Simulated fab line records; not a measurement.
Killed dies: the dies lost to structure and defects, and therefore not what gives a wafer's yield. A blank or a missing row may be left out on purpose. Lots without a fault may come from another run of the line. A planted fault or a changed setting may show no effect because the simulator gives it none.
fab line records	flow sky130	part 2 of 2: steps 30 to 42 of 42
record lots=5	wafers=15	last-day=48
route steps=708 shown CONTACT@425 METAL1@434 VIA1@458
lots that met no fault: taken from a fault-free run of the same line
start-h: hours from the record's first day to the start of the lot's first wafer shown	wait-h: hours since the lot's step before	" same as the row above	L1.1+2: a single row standing in for several wafers	- no value, or no start was given	* or withheld: withheld	< > ~ a bound
route shown NAME@n: a module of which the file shows steps, and the number in the route of the first	usual: mean/standard deviation taken from wafers without a fault	same: alike in all rows	chamber/n: place in a boat	sites: readings site by site	_std_site: the standard deviation of these	_edge_site: the outer-site mean with the inner-site mean subtracted	radius-mm: how far each site lies from the wafer's centre	mask NAME#n: copy n	behind: the tool/chamber that last shaped the wafer	hold: cause of the lot's hold/its duration in hours/its outcome	device: the transistor (n, p or np) that didn't switch	end of line: the same wafers' tests at the end of the route	a step given without rows: its recipe and nothing more	killed: not the wafer's yield, but the dies lost to structure and defects at the first sort	map: per-die view of a wafer (x killed, . not killed, _ where there is no die)
set.NAME: the setting as run; set.NAME@STEP: as run at that earlier step	model.NAME: the simulator's own value behind a step, which no gauge read
a table for each step, a row for each wafer; lots at some steps of the route
services: when a tool's chamber went out of use (start-h, in hours from the record's first day, below 0 if earlier), for how many hours, and the reason
## steps
# step SKY_METAL1_STRIP_20
# recipe chemistry=O2/N2	power-w=1400	pressure-mtorr=1500	platen-temp-c=withheld	o2-flow-sccm=3000	n2-flow-sccm=300	overash-fraction=0.5
# usual drypump-motor-current-A=6.0/0.36	oes-product-au=0.344/0.0042	strip-time-to-endpoint-s=2.71/0.035
lot.wafer	tool	chamber	start-h	wait-h	drypump-motor-current-A	oes-product-au	rf-hours-counter-h	strip-time-to-endpoint-s
L078.1	plasma-asher-03	1	785.73	0.1	6.0	0.350	4	2.74
L078.2	"	0	"	"	6.0	0.341	4	2.68
L078.3	"	0	"	"	6.0	0.342	-	2.74
L079.2	plasma-asher-03	1	823.14	0.1	6.0	0.343	8	2.72
L079.4	"	1	"	"	6.0	0.340	-	2.72
L079.6	"	1	"	"	6.0	0.343	-	2.74
L083.1	plasma-asher-01	0	831.30	0.1	5.7	0.341	72	2.76
L083.3	"	1	"	"	6.6	0.345	-	2.73
L083.6	"	1	"	"	6.6	0.349	-	2.78
L084.3	plasma-asher-01	1	840.05	0.1	6.5	0.351	-	2.73
L084.4	"	0	"	"	5.7	0.349	-	2.77
L084.6	"	0	"	"	5.7	0.346	-	2.71
L089.1	plasma-asher-01	0	884.13	0.1	5.7	0.342	77	2.70
L089.5	"	1	"	"	6.6	0.346	-	2.74
L089.6	"	0	"	"	5.7	0.346	-	2.72
# step SKY_METAL1_STRIP_21
# recipe chemistry=post-etch-residue-remover	time-s=1200	temp-c=72.5
lot.wafer	tool	chamber	start-h	wait-h
L078.1+2+3	wet-bench-02	1	785.83	0.1
L079.2+4+6	wet-bench-01	2	823.24	0.1
L083.1+3+6	wet-bench-01	1	831.40	0.1
L084.3+4+6	wet-bench-02	3	840.11	0.0
L089.1+5+6	wet-bench-04	0	884.23	0.1
# step SKY_METAL1_CLEAN_22
# recipe chemistry=IPA	time-s=180	temp-c=25
lot.wafer	tool	chamber	start-h	wait-h
L078.1+2+3	wet-bench-01	3	786.17	0.0
L079.2+4+6	wet-bench-02	0	823.58	0.0
L083.1+3+6	wet-bench-01	0	832.09	0.0
L084.3+4+6	wet-bench-04	3	840.45	0.0
L089.1+5+6	wet-bench-01	2	884.57	0.0
# step SKY_METAL1_CLEAN_23
# recipe chemistry=O3/DIW	dry=n2-spin
lot.wafer	tool	chamber	start-h	wait-h
L078.1+2+3	wet-bench-02	2	786.23	0.0
L079.2+4+6	wet-bench-04	0	823.64	0.0
L083.1+3+6	wet-bench-01	2	832.20	0.0
L084.3+4+6	wet-bench-01	1	840.51	0.0
L089.1+5+6	wet-bench-04	0	884.63	0.0
# step SKY_VIA1_HDPCVD_00
# recipe material=SiO2	target-thk-nm=1030	sigma-open-frac=0.3	time-s=171.7	temp-c=400	sih4-flow-sccm=60	pressure-mtorr=6
# usual sih4-flow-sccm=60.03/0.18
lot.wafer	tool	chamber	start-h	wait-h	sih4-flow-sccm
L078.1	hdpcvd-01	1	786.32	0.0	60.32
L078.2	"	2	"	"	60.37
L078.3	"	0	"	"	60.20
L079.2	hdpcvd-01	1	823.73	0.0	60.15
L079.4	"	0	"	"	60.26
L079.6	"	1	"	"	60.21
L083.1	hdpcvd-01	1	832.39	0.0	60.12
L083.3	"	0	"	"	59.92
L083.6	"	1	"	"	60.00
L084.3	hdpcvd-01	0	840.60	0.0	60.07
L084.4	"	0	"	"	60.10
L084.6	"	2	"	"	60.00
L089.1	hdpcvd-01	0	884.72	0.0	60.34
L089.5	"	1	"	"	60.20
L089.6	"	2	"	"	60.01
# step SKY_VIA1_THK_MEAS_01
# recipe reads=SiO2_of_VIA1_HDPCVD_00
# usual VIA1_HDPCVD_THK=1030/10
lot.wafer	tool	chamber	start-h	wait-h	VIA1_HDPCVD_THK[nm]
L078.1	film-metro-01	-	786.44	0.1	1033
L078.2	"	-	"	"	1033
L078.3	"	-	"	"	1033
L079.2	film-metro-01	-	823.85	0.1	1023
L079.4	"	-	"	"	1003
L079.6	"	-	"	"	1024
L083.1	film-metro-04	-	832.50	0.1	1035
L083.3	"	-	"	"	1014
L083.6	"	-	"	"	1017
L084.3	film-metro-02	-	840.74	0.1	1022
L084.4	"	-	"	"	1025
L084.6	"	-	"	"	1023
L089.1	film-metro-04	-	884.83	0.1	1036
L089.5	"	-	"	"	1038
L089.6	"	-	"	"	1031
# step SKY_VIA1_CMP_02
# recipe material=SiO2	down-force-psi=4	platen-rpm=60	pad-velocity-m-s=0.94248
# usual motor-current-A=12.3/1.2
lot.wafer	tool	chamber	start-h	wait-h	motor-current-A
L078.2	cmp-02	0	786.50	0.0	13.4
L078.3	"	2	"	"	12.6
L078.1	"	3	"	"	12.6
L079.4	cmp-02	0	823.90	0.0	13.7
L079.2	"	1	"	"	10.8
L079.6	"	0	"	"	13.8
L083.3	cmp-01	2	832.56	0.0	10.8
L083.1	"	0	"	"	11.4
L083.6	"	3	"	"	14.7
L084.4	cmp-02	0	840.78	0.0	13.4
L084.3	"	1	"	"	10.9
L084.6	"	0	"	"	14.2
L089.1	cmp-02	0	885.04	0.2	13.9
L089.5	"	1	"	"	11.2
L089.6	"	2	"	"	11.1
# step SKY_VIA1_BOW_MEAS_03
# recipe mode=bow
# usual VIA1_BOW=81/7.3
lot.wafer	tool	chamber	start-h	wait-h	VIA1_BOW[um]
L078.1	film-metro-04	-	786.80	0.1	79
L078.2	"	-	"	"	87
L078.3	"	-	"	"	81
L079.2	film-metro-02	-	824.22	0.2	83
L079.4	"	-	"	"	84
L079.6	"	-	"	"	89
L083.1	film-metro-04	-	832.86	0.1	71
L083.3	"	-	"	"	80
L083.6	"	-	"	"	88
L084.3	film-metro-04	-	841.12	0.2	79
L084.4	"	-	"	"	92
L084.6	"	-	"	"	89
L089.1	film-metro-02	-	885.19	0.1	81
L089.5	"	-	"	"	73
L089.6	"	-	"	"	78
# step SKY_VIA1_DEHYDRATE_04
# recipe temp-c=200	time-s=60
lot.wafer	tool	chamber	start-h	wait-h
L078.1+2+3	litho-track-01	0	799.84	13.0
L079.2+4+6	litho-track-01	0	837.22	13.0
L083.1+3+6	litho-track-03	0	846.30	13.4
L084.3+4+6	litho-track-03	0	853.80	12.7
L089.1+5+6	litho-track-04	0	897.54	12.3
# step SKY_VIA1_HMDS_05
# recipe prime-time-s=60	prime-temp-c=120
lot.wafer	tool	chamber	start-h	wait-h
L078.1+2+3	litho-track-01	0	799.99	0.1
L079.2+4+6	litho-track-01	0	837.37	0.1
L083.1+3+6	litho-track-03	0	846.45	0.1
L084.3+4+6	litho-track-03	0	853.95	0.1
L089.1+5+6	litho-track-04	0	897.69	0.1
# step SKY_VIA1_COAT_06
# recipe resist=BARC	temp-c=withheld	time-s=withheld	spin-rpm=3000	resist-thk-nm=60
lot.wafer	tool	chamber	start-h	wait-h
L078.1+2+3	litho-track-01	0	800.14	0.1
L079.2+4+6	litho-track-01	0	837.52	0.1
L083.1+3+6	litho-track-03	0	846.60	0.1
L084.3+4+6	litho-track-03	0	854.10	0.1
L089.1+5+6	litho-track-04	0	897.84	0.1
# step SKY_VIA1_COAT_07
# recipe resist=KrF-thick	spin-rpm=3000	resist-thk-nm=450
lot.wafer	tool	chamber	start-h	wait-h
L078.1+2+3	litho-track-01	0	-	-
L079.2+4+6	litho-track-01	0	-	-
L083.1+3+6	litho-track-03	0	-	-
L084.3+4+6	litho-track-03	0	-	-
L089.1+5+6	litho-track-04	0	-	-
# step SKY_VIA1_SOFTBAKE_08
# recipe temp-c=100	time-s=90	resist=KrF-thick
lot.wafer	tool	chamber	start-h	wait-h
L078.1+2+3	litho-track-01	0	-	-
L079.2+4+6	litho-track-01	0	-	-
L083.1+3+6	litho-track-03	0	-	-
L084.3+4+6	litho-track-03	0	-	-
L089.1+5+6	litho-track-04	0	-	-
## services
tool	chamber	start-h	hours	kind
plasma-asher-03	-	733.75	9.0	pm
cmp-01	-	737.75	0.8	repair
cmp-02	-	744.76	4.0	pm
pvd-sputter-03	-	752.22	4.7	repair
plasma-asher-01	-	754.35	14.6	pm
pvd-sputter-03	-	768.96	12.4	repair
cvd-w-02	-	769.83	0.5	repair
rie-metal-03	-	777.81	0.6	repair
krf-scanner-01	-	782.07	1.3	pm
rie-metal-02	-	789.98	0.7	repair
cmp-02	-	796.94	5.2	pm
cvd-w-02	-	798.67	0.3	repair
cmp-01	-	803.08	0.3	repair
cmp-02	-	804.06	1.7	repair
rie-metal-02	0	805.95	20.4	repair
cmp-01	-	812.12	0.4	repair
pvd-sputter-02	-	824.34	1.9	repair
rie-metal-03	-	828.80	0.4	repair
cmp-02	-	846.72	5.8	pm
pvd-sputter-03	-	852.95	9.3	repair
cmp-02	-	853.66	3.9	repair
pvd-sputter-02	-	878.24	2.6	repair
pvd-sputter-02	-	878.65	4.5	repair
rie-metal-02	0	883.75	9.9	repair
